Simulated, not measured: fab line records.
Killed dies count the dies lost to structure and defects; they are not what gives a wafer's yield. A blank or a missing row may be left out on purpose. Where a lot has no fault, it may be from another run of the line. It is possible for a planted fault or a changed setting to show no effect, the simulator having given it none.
What tool caused it? || flow gf180mcu || 39 wafers from 13 lots sampled at 4 of the route's 602 steps

WHAT THE GAUGES SHOWED, per wafer
GF_V5_THK_MEAS_25: measures by xrf.
{"lot": "L665", "measured": "day 27 01:05", "on": "film metro-02", "V5_W_THK (nm)": "357 353 351"}
{"lot": "L668", "measured": "day 28 02:37", "on": "film metro-01", "V5_W_THK (nm)": "357 354 358"}
{"lot": "L669", "measured": "day 28 10:59", "on": "film metro-02", "V5_W_THK (nm)": "362 364 362"}
{"lot": "L670", "measured": "day 28 16:37", "on": "film metro-04", "V5_W_THK (nm)": "359 355 359"}
{"lot": "L672", "measured": "day 29 09:55", "on": "film metro-02", "V5_W_THK (nm)": "356 355 354"}
{"lot": "L673", "measured": "day 29 17:40", "on": "film metro-02", "V5_W_THK (nm)": "353 354 349"}
{"lot": "L674", "measured": "day 30 02:12", "on": "film metro-01", "V5_W_THK (nm)": "360 354 360"}
{"lot": "L675", "measured": "day 30 10:44", "on": "film metro-02", "V5_W_THK (nm)": "360 360 355"}
{"lot": "L676", "measured": "day 30 14:07", "on": "film metro-02", "V5_W_THK (nm)": "356 355 356"}
{"lot": "L682", "measured": "day 32 15:16", "on": "film metro-04", "V5_W_THK (nm)": "364 361 364"}
{"lot": "L685", "measured": "day 32 20:11", "on": "film metro-04", "V5_W_THK (nm)": "355 356 354"}
{"lot": "L686", "measured": "day 33 04:04", "on": "film metro-01", "V5_W_THK (nm)": "346 345 347"}
{"lot": "L687", "measured": "day 33 08:05", "on": "film metro-04", "V5_W_THK (nm)": "353 363 360"}

TOOL THAT RAN EACH LOT (tool first, then ch and the chambers of the sampled wafers, then the start)
{"lot": "L665", "GF_M3_SPUTTER_02": "pvd sputter-03, day 20 02:02", "GF_V3_ETCH_17": "rie diel-01 ch 0,1,3, day 22 02:00", "GF_M4_SPUTTER_03": "pvd sputter-04, day 22 04:19"}
{"lot": "L668", "GF_M3_SPUTTER_02": "pvd sputter-04, day 21 10:07", "GF_V3_ETCH_17": "rie diel-02 ch 0,2,3, day 23 10:00", "GF_M4_SPUTTER_03": "pvd sputter-01, day 23 11:52"}
{"lot": "L669", "GF_M3_SPUTTER_02": "pvd sputter-04, day 21 18:26", "GF_V3_ETCH_17": "rie diel-01 ch 1,2, day 23 18:00", "GF_M4_SPUTTER_03": "pvd sputter-01, day 23 20:20"}
{"lot": "L670", "GF_M3_SPUTTER_02": "pvd sputter-01, day 22 01:23", "GF_V3_ETCH_17": "rie diel-02 ch 0,1,3, day 24 01:00", "GF_M4_SPUTTER_03": "pvd sputter-04, day 24 02:40"}
{"lot": "L672", "GF_M3_SPUTTER_02": "pvd sputter-03, day 22 22:17", "GF_V3_ETCH_17": "rie diel-02 ch 0,2,3, day 24 21:00", "GF_M4_SPUTTER_03": "pvd sputter-01, day 24 22:38"}
{"lot": "L673", "GF_M3_SPUTTER_02": "pvd sputter-04, day 23 09:48", "GF_V3_ETCH_17": "rie diel-04 ch 1,2, day 25 06:00", "GF_M4_SPUTTER_03": "pvd sputter-04, day 25 08:01"}
{"lot": "L674", "GF_M3_SPUTTER_02": "pvd sputter-03, day 23 16:08", "GF_V3_ETCH_17": "rie diel-02 ch 0,1,2, day 25 14:00", "GF_M4_SPUTTER_03": "pvd sputter-01, day 25 15:49"}
{"lot": "L675", "GF_M3_SPUTTER_02": "pvd sputter-01, day 24 05:30", "GF_V3_ETCH_17": "rie diel-02 ch 1,2,3, day 26 03:00", "GF_M4_SPUTTER_03": "pvd sputter-02, day 26 04:29"}
{"lot": "L676", "GF_M3_SPUTTER_02": "pvd sputter-04, day 24 09:46", "GF_V3_ETCH_17": "rie diel-02 ch 1,2,3, day 26 06:00", "GF_M4_SPUTTER_03": "pvd sputter-04, day 26 07:34"}
{"lot": "L682", "GF_M3_SPUTTER_02": "pvd sputter-03, day 26 20:27", "GF_V3_ETCH_17": "rie diel-04 ch 1,3, day 28 13:00", "GF_M4_SPUTTER_03": "pvd sputter-02, day 28 15:01"}
{"lot": "L685", "GF_M3_SPUTTER_02": "pvd sputter-04, day 27 02:44", "GF_V3_ETCH_17": "rie diel-04 ch 0,1,3, day 28 18:00", "GF_M4_SPUTTER_03": "pvd sputter-04, day 28 20:09"}
{"lot": "L686", "GF_M3_SPUTTER_02": "pvd sputter-03, day 27 11:26", "GF_V3_ETCH_17": "rie diel-01 ch 0,1,2, day 29 03:00", "GF_M4_SPUTTER_03": "pvd sputter-01, day 29 05:10"}
{"lot": "L687", "GF_M3_SPUTTER_02": "pvd sputter-01, day 27 17:48", "GF_V3_ETCH_17": "rie diel-01 ch 1,2,3, day 29 09:00", "GF_M4_SPUTTER_03": "pvd sputter-01, day 29 10:53"}
- GF_M3_SPUTTER_02: material AlCu, target thk 450 nm, time 23.9 s.
- GF_V3_ETCH_17: etches SiO2 in C4F8/O2/Ar, stops on TiN, target depth 635 nm.
- GF_M4_SPUTTER_03: material Ti, target thk 10 nm, time 6.7 s.

AS READ BY THE TOOLS THEMSELVES (means over the sampled wafers that have a number; for cases with no such wafer, the mark the record gives instead)
GF_M3_SPUTTER_02.
{"lot": "L665", "tool": "pvd sputter-03", "cathode dc power W (W)": 10600, "throttle valve pct (%)": 30.4}
{"lot": "L668", "tool": "pvd sputter-04", "cathode dc power W (W)": 10600, "throttle valve pct (%)": 31.0}
{"lot": "L669", "tool": "pvd sputter-04", "cathode dc power W (W)": 10602, "throttle valve pct (%)": 29.5}
{"lot": "L670", "tool": "pvd sputter-01", "cathode dc power W (W)": 10598, "throttle valve pct (%)": 30.0}
{"lot": "L672", "tool": "pvd sputter-03", "cathode dc power W (W)": 10597, "throttle valve pct (%)": 31.1}
{"lot": "L673", "tool": "pvd sputter-04", "cathode dc power W (W)": 10599, "throttle valve pct (%)": 31.0}
{"lot": "L674", "tool": "pvd sputter-03", "cathode dc power W (W)": 10600, "throttle valve pct (%)": 30.9}
{"lot": "L675", "tool": "pvd sputter-01", "cathode dc power W (W)": 10598, "throttle valve pct (%)": 30.1}
{"lot": "L676", "tool": "pvd sputter-04", "cathode dc power W (W)": 10600, "throttle valve pct (%)": 29.3}
{"lot": "L682", "tool": "pvd sputter-03", "cathode dc power W (W)": 10600, "throttle valve pct (%)": 30.4}
{"lot": "L685", "tool": "pvd sputter-04", "cathode dc power W (W)": 10600, "throttle valve pct (%)": 30.4}
{"lot": "L686", "tool": "pvd sputter-03", "cathode dc power W (W)": 10600, "throttle valve pct (%)": 31.0}
{"lot": "L687", "tool": "pvd sputter-01", "cathode dc power W (W)": 10600, "throttle valve pct (%)": 29.9}

GF_V3_ETCH_17.
{"lot": "L665", "tool": "rie diel-01", "oes product au (a.u.)": 0.854, "rf fwd power W (W)": 1493}
{"lot": "L668", "tool": "rie diel-02", "oes product au (a.u.)": 0.856, "rf fwd power W (W)": 1494}
{"lot": "L669", "tool": "rie diel-01", "oes product au (a.u.)": 0.855, "rf fwd power W (W)": 1495}
{"lot": "L670", "tool": "rie diel-02", "oes product au (a.u.)": 0.854, "rf fwd power W (W)": 1497}
{"lot": "L672", "tool": "rie diel-02", "oes product au (a.u.)": 0.861, "rf fwd power W (W)": 1490}
{"lot": "L673", "tool": "rie diel-04", "oes product au (a.u.)": 0.855, "rf fwd power W (W)": 1488}
{"lot": "L674", "tool": "rie diel-02", "oes product au (a.u.)": 0.859, "rf fwd power W (W)": 1493}
{"lot": "L675", "tool": "rie diel-02", "oes product au (a.u.)": 0.859, "rf fwd power W (W)": 1491}
{"lot": "L676", "tool": "rie diel-02", "oes product au (a.u.)": 0.860, "rf fwd power W (W)": 1492}
{"lot": "L682", "tool": "rie diel-04", "oes product au (a.u.)": 0.858, "rf fwd power W (W)": 1488}
{"lot": "L685", "tool": "rie diel-04", "oes product au (a.u.)": 0.856, "rf fwd power W (W)": 1491}
{"lot": "L686", "tool": "rie diel-01", "oes product au (a.u.)": 0.857, "rf fwd power W (W)": 1489}
{"lot": "L687", "tool": "rie diel-01", "oes product au (a.u.)": 0.862, "rf fwd power W (W)": 1489}

GF_M4_SPUTTER_03.
{"lot": "L665", "tool": "pvd sputter-04", "cathode dc power W (W)": 3000.1, "throttle valve pct (%)": 29.9}
{"lot": "L668", "tool": "pvd sputter-01", "cathode dc power W (W)": 3000.0, "throttle valve pct (%)": 29.7}
{"lot": "L669", "tool": "pvd sputter-01", "cathode dc power W (W)": 3000.0, "throttle valve pct (%)": 30.1}
{"lot": "L670", "tool": "pvd sputter-04", "cathode dc power W (W)": 2999.6, "throttle valve pct (%)": 29.3}
{"lot": "L672", "tool": "pvd sputter-01", "cathode dc power W (W)": 3000.0, "throttle valve pct (%)": 29.9}
{"lot": "L673", "tool": "pvd sputter-04", "cathode dc power W (W)": 3000.2, "throttle valve pct (%)": 30.4}
{"lot": "L674", "tool": "pvd sputter-01", "cathode dc power W (W)": 3000.4, "throttle valve pct (%)": 30.2}
{"lot": "L675", "tool": "pvd sputter-02", "cathode dc power W (W)": 2999.9, "throttle valve pct (%)": 29.7}
{"lot": "L676", "tool": "pvd sputter-04", "cathode dc power W (W)": 3000.3, "throttle valve pct (%)": 29.9}
{"lot": "L682", "tool": "pvd sputter-02", "cathode dc power W (W)": 3000.0, "throttle valve pct (%)": 30.4}
{"lot": "L685", "tool": "pvd sputter-04", "cathode dc power W (W)": 3000.1, "throttle valve pct (%)": 30.9}
{"lot": "L686", "tool": "pvd sputter-01", "cathode dc power W (W)": 2999.8, "throttle valve pct (%)": 29.6}
{"lot": "L687", "tool": "pvd sputter-01", "cathode dc power W (W)": 2999.9, "throttle valve pct (%)": 30.4}

THE ANSWER, worked out from the rows above alone
Rule: the lots themselves supply what counts as usual. The widest of any qualifying gaps counts: lots, ordered by their means at a reading, are off when they make up no more than a third of the lots, leave a main group of 4 or more, and stand apart from it by 3 or more times the standard deviation of that group's means. A main group whose means are all the same, to the digits that the tables above print for the reading, isn't used. Also off: a lot with no number at a reading for which 4 or more lots have one. All remaining lots with rows at the step are treated as sound. Order of review: gauges by route order, followed by the tools' own readings, for which a lot's mean as printed above is used. At the first step where some lot is off, the reading lying furthest off is the one used; lots without a number count as furthest.
None of the lots is off at any reading shown; this tells nothing.

WHAT THE SIMULATOR PUT IN
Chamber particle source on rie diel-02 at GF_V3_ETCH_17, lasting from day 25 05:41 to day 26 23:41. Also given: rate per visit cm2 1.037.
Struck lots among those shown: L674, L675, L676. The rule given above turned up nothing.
